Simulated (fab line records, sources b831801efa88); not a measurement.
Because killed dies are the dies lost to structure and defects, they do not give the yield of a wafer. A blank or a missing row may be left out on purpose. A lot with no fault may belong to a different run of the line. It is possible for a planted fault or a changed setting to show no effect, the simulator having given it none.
Which tool is to blame? :: flow sky130 :: 13 lots, 39 wafers sampled, at 5 steps of a route of 708

WHAT EACH GAUGE READ, for each wafer
SKY_SD_N_TW_MEAS_12.
lot: L623
measured: day 27 17:51
on: film-metro-04
SD_N_TW: 3916 3886 3897

lot: L625
measured: day 28 19:32
on: film-metro-04
SD_N_TW: 3932 3954 3950

lot: L626
measured: day 28 23:08
on: film-metro-04
SD_N_TW: 3927 3938 3899

lot: L627
measured: day 29 17:32
on: film-metro-03
SD_N_TW: 3963 3975 3961

lot: L630
measured: day 30 04:43
on: film-metro-04
SD_N_TW: 3900 3866 3884

lot: L631
measured: day 30 12:48
on: film-metro-03
SD_N_TW: 3963 3949 3966

lot: L633
measured: day 31 00:53
on: film-metro-02
SD_N_TW: 3979 4004 3991

lot: L634
measured: day 31 12:57
on: film-metro-03
SD_N_TW: 3959 3957 3965

lot: L635
measured: day 31 18:17
on: film-metro-04
SD_N_TW: 3925 3933 3919

lot: L636
measured: day 32 01:05
on: film-metro-03
SD_N_TW: 3997 3995 4008

lot: L637
measured: day 32 13:10
on: film-metro-03
SD_N_TW: 3979 3983 3986

lot: L641
measured: day 34 06:17
on: film-metro-03
SD_N_TW: 3983 3975 3970

lot: L640
measured: day 34 09:36
on: film-metro-03
SD_N_TW: 3963 3954 3964

SKY_SD_N_RS_MEAS_18: the measuring method here is four-point-probe.
lot: L623
measured: day 27 18:23
on: film-metro-02
RES_XHIGH_RS (ohm/sq): 334.4 333.7 332.3

lot: L625
measured: day 28 20:04
on: film-metro-02
RES_XHIGH_RS (ohm/sq): 331.5 330.0 330.9

lot: L626
measured: day 28 23:43
on: film-metro-04
RES_XHIGH_RS (ohm/sq): 333.6 336.2 336.6

lot: L627
measured: day 29 18:07
on: film-metro-03
RES_XHIGH_RS (ohm/sq): 333.8 335.0 333.8

lot: L630
measured: day 30 05:15
on: film-metro-03
RES_XHIGH_RS (ohm/sq): 336.0 334.2 333.8

lot: L631
measured: day 30 13:23
on: film-metro-04
RES_XHIGH_RS (ohm/sq): 334.1 334.5 334.3

lot: L633
measured: day 31 01:25
on: film-metro-03
RES_XHIGH_RS (ohm/sq): 332.6 332.9 331.6

lot: L634
measured: day 31 13:30
on: film-metro-02
RES_XHIGH_RS (ohm/sq): 333.5 333.6 334.4

lot: L635
measured: day 31 18:49
on: film-metro-02
RES_XHIGH_RS (ohm/sq): 334.2 333.3 332.5

lot: L636
measured: day 32 01:37
on: film-metro-03
RES_XHIGH_RS (ohm/sq): 331.1 332.9 333.0

lot: L637
measured: day 32 13:46
on: film-metro-03
RES_XHIGH_RS (ohm/sq): 332.8 330.4 331.6

lot: L641
measured: day 34 06:49
on: film-metro-04
RES_XHIGH_RS (ohm/sq): 331.9 333.7 334.3

lot: L640
measured: day 34 10:09
on: film-metro-03
RES_XHIGH_RS (ohm/sq): 364.0 333.2 333.3

SKY_LOCAL_INTERCONNECT_CD_MEAS_11 targets a cd of 170 nm.
lot: L623
measured: day 30 04:58
on: cd-sem-02
cd-nm (nm): 171.0 169.5 170.5

lot: L625
measured: day 31 06:02
on: cd-sem-02
cd-nm (nm): 171.8 171.5 171.1

lot: L626
measured: day 31 10:20
on: cd-sem-02
cd-nm (nm): 170.2 169.4 168.9

lot: L627
measured: day 32 04:18
on: cd-sem-01
cd-nm (nm): 170.8 170.7 170.7

lot: L630
measured: day 32 15:24
on: cd-sem-02
cd-nm (nm): 170.7 169.9 170.5

lot: L631
measured: day 32 23:07
on: cd-sem-02
cd-nm (nm): 170.8 172.8 172.5

lot: L633
measured: day 33 10:46
on: cd-sem-01
cd-nm (nm): 168.1 168.6 169.1

lot: L634
measured: day 33 21:42
on: cd-sem-01
cd-nm (nm): 169.1 169.3 166.3

lot: L635
measured: day 34 02:57
on: cd-sem-02
cd-nm (nm): 172.4 169.5 173.6

lot: L636
measured: day 34 09:23
on: cd-sem-01
cd-nm (nm): 170.5 170.3 170.3

lot: L637
measured: day 34 19:34
on: cd-sem-01
cd-nm (nm): 168.5 168.3 169.5

lot: L641
measured: day 36 12:58
on: cd-sem-02
cd-nm (nm): 169.4 170.1 170.0

lot: L640
measured: day 36 15:26
on: cd-sem-01
cd-nm (nm): 170.2 168.0 170.0

WHAT TOOL EACH LOT RAN ON (gives the tool, then ch and the chambers of the sampled wafers, and finally the start)
lot: L623
SKY_RES_XHIGH_IMPLANT_07: implanter-02 ch 0, day 26 11:39
SKY_SD_N_STRIP_11: plasma-asher-04 ch 0,1, day 27 17:45

lot: L625
SKY_RES_XHIGH_IMPLANT_07: implanter-01 ch 0, day 27 14:33
SKY_SD_N_STRIP_11: plasma-asher-03 ch 0,1, day 28 19:26

lot: L626
SKY_RES_XHIGH_IMPLANT_07: implanter-01 ch 0, day 27 17:54
SKY_SD_N_STRIP_11: plasma-asher-03 ch 0,1, day 28 23:02

lot: L627
SKY_RES_XHIGH_IMPLANT_07: implanter-04 ch 0, day 28 12:56
SKY_SD_N_STRIP_11: plasma-asher-04 ch 0,1, day 29 17:26

lot: L630
SKY_RES_XHIGH_IMPLANT_07: implanter-04 ch 0, day 28 23:59
SKY_SD_N_STRIP_11: plasma-asher-02 ch 0,1, day 30 04:36

lot: L631
SKY_RES_XHIGH_IMPLANT_07: implanter-01 ch 0, day 29 08:46
SKY_SD_N_STRIP_11: plasma-asher-02 ch 0,1, day 30 12:41

lot: L633
SKY_RES_XHIGH_IMPLANT_07: implanter-01 ch 0, day 29 20:22
SKY_SD_N_STRIP_11: plasma-asher-03 ch 0,1, day 31 00:47

lot: L634
SKY_RES_XHIGH_IMPLANT_07: implanter-01 ch 0, day 30 07:53
SKY_SD_N_STRIP_11: plasma-asher-04 ch 0,1, day 31 12:52

lot: L635
SKY_RES_XHIGH_IMPLANT_07: implanter-01 ch 0, day 30 14:08
SKY_SD_N_STRIP_11: plasma-asher-02 ch 0,1, day 31 18:11

lot: L636
SKY_RES_XHIGH_IMPLANT_07: implanter-02 ch 0, day 30 21:03
SKY_SD_N_STRIP_11: plasma-asher-03 ch 0,1, day 32 00:59

lot: L637
SKY_RES_XHIGH_IMPLANT_07: implanter-04 ch 0, day 31 09:19
SKY_SD_N_STRIP_11: plasma-asher-02 ch 0,1, day 32 13:04

lot: L641
SKY_RES_XHIGH_IMPLANT_07: implanter-01 ch 0, day 33 04:14
SKY_SD_N_STRIP_11: plasma-asher-03 ch 0,1, day 34 06:11

lot: L640
SKY_RES_XHIGH_IMPLANT_07: implanter-01 ch 0, day 33 05:48
SKY_SD_N_STRIP_11: plasma-asher-03 ch 0,1, day 34 09:31
- SKY_RES_XHIGH_IMPLANT_07
- SKY_SD_N_STRIP_11: strips in O2/N2.

WHAT THE TOOLS THEMSELVES READ (means of the sampled wafers that have a number; where no wafer has one, the mark that the record gives instead)
SKY_RES_XHIGH_IMPLANT_07.
lot: L623
tool: implanter-02
end-station-pressure-torr (Torr): 5.16e-06

lot: L625
tool: implanter-01
end-station-pressure-torr (Torr): 5.17e-06

lot: L626
tool: implanter-01
end-station-pressure-torr (Torr): 5.20e-06

lot: L627
tool: implanter-04
end-station-pressure-torr (Torr): 5.03e-06

lot: L630
tool: implanter-04
end-station-pressure-torr (Torr): 5.17e-06

lot: L631
tool: implanter-01
end-station-pressure-torr (Torr): 5.36e-06

lot: L633
tool: implanter-01
end-station-pressure-torr (Torr): 5.17e-06

lot: L634
tool: implanter-01
end-station-pressure-torr (Torr): 5.08e-06

lot: L635
tool: implanter-01
end-station-pressure-torr (Torr): 5.01e-06

lot: L636
tool: implanter-02
end-station-pressure-torr (Torr): 5.61e-06

lot: L637
tool: implanter-04
end-station-pressure-torr (Torr): 5.31e-06

lot: L641
tool: implanter-01
end-station-pressure-torr (Torr): 5.35e-06

lot: L640
tool: implanter-01
end-station-pressure-torr (Torr): 5.28e-06

SKY_SD_N_STRIP_11.
lot: L623
tool: plasma-asher-04
drypump-motor-current-A (A): 6.0
oes-product-au (a.u.): 0.529
strip-time-to-endpoint-s (s): 22.56

lot: L625
tool: plasma-asher-03
drypump-motor-current-A (A): 5.7
oes-product-au (a.u.): 0.528
strip-time-to-endpoint-s (s): 22.49

lot: L626
tool: plasma-asher-03
drypump-motor-current-A (A): 5.4
oes-product-au (a.u.): 0.524
strip-time-to-endpoint-s (s): 22.53

lot: L627
tool: plasma-asher-04
drypump-motor-current-A (A): 6.0
oes-product-au (a.u.): 0.528
strip-time-to-endpoint-s (s): 22.51

lot: L630
tool: plasma-asher-02
drypump-motor-current-A (A): 5.5
oes-product-au (a.u.): 0.525
strip-time-to-endpoint-s (s): 22.52

lot: L631
tool: plasma-asher-02
drypump-motor-current-A (A): 5.5
oes-product-au (a.u.): 0.530
strip-time-to-endpoint-s (s): 22.52

lot: L633
tool: plasma-asher-03
drypump-motor-current-A (A): 5.4
oes-product-au (a.u.): 0.528
strip-time-to-endpoint-s (s): 22.54

lot: L634
tool: plasma-asher-04
drypump-motor-current-A (A): 5.8
oes-product-au (a.u.): 0.533
strip-time-to-endpoint-s (s): 22.51

lot: L635
tool: plasma-asher-02
drypump-motor-current-A (A): 5.5
oes-product-au (a.u.): 0.529
strip-time-to-endpoint-s (s): 22.52

lot: L636
tool: plasma-asher-03
drypump-motor-current-A (A): 5.7
oes-product-au (a.u.): 0.530
strip-time-to-endpoint-s (s): 22.54

lot: L637
tool: plasma-asher-02
drypump-motor-current-A (A): 5.5
oes-product-au (a.u.): 0.527
strip-time-to-endpoint-s (s): 22.51

lot: L641
tool: plasma-asher-03
drypump-motor-current-A (A): 5.7
oes-product-au (a.u.): 0.527
strip-time-to-endpoint-s (s): 22.54

lot: L640
tool: plasma-asher-03
drypump-motor-current-A (A): 5.7
oes-product-au (a.u.): 0.528
strip-time-to-endpoint-s (s): 22.58

THE ANSWER, worked out from the rows above alone
Rule: the lots themselves supply what counts as usual. The widest of any qualifying gaps counts: lots, ordered by their means at a reading, are off when they make up no more than a third of the lots, leave a main group of 4 or more, and stand apart from it by 3 or more times the standard deviation of that group's means. A main group is skipped when, at the precision printed for the reading in the tables above, its means are all equal. A lot without any number at a reading at which 4 lots or more have one is off too. Where the step has rows for the other lots, those lots are counted as sound. The gauges are gone through in route order, then the tools' own readings, and for those a lot's mean is taken as printed above. The first step at which some lot is off is used, and at that step the reading that is off furthest; a lot without a number counts as furthest.
Off: L640, seen at SKY_SD_N_RS_MEAS_18 (RES_XHIGH_RS). Mean 333.3 ohm/sq and standard deviation 1.3 in the main group.
If a tool, at a process step before that reading, ran all the lots that are off and no sound lot after the first of them, it fits. The gauges at SKY_SD_N_RS_MEAS_18 are tried like those tools. Can't be told from this: 3 tools fit, implanter-01 at SKY_RES_XHIGH_IMPLANT_07, plasma-asher-03 at SKY_SD_N_STRIP_11, film-metro-03 at SKY_SD_N_RS_MEAS_18.

WHAT THE SIMULATOR HAD PUT IN
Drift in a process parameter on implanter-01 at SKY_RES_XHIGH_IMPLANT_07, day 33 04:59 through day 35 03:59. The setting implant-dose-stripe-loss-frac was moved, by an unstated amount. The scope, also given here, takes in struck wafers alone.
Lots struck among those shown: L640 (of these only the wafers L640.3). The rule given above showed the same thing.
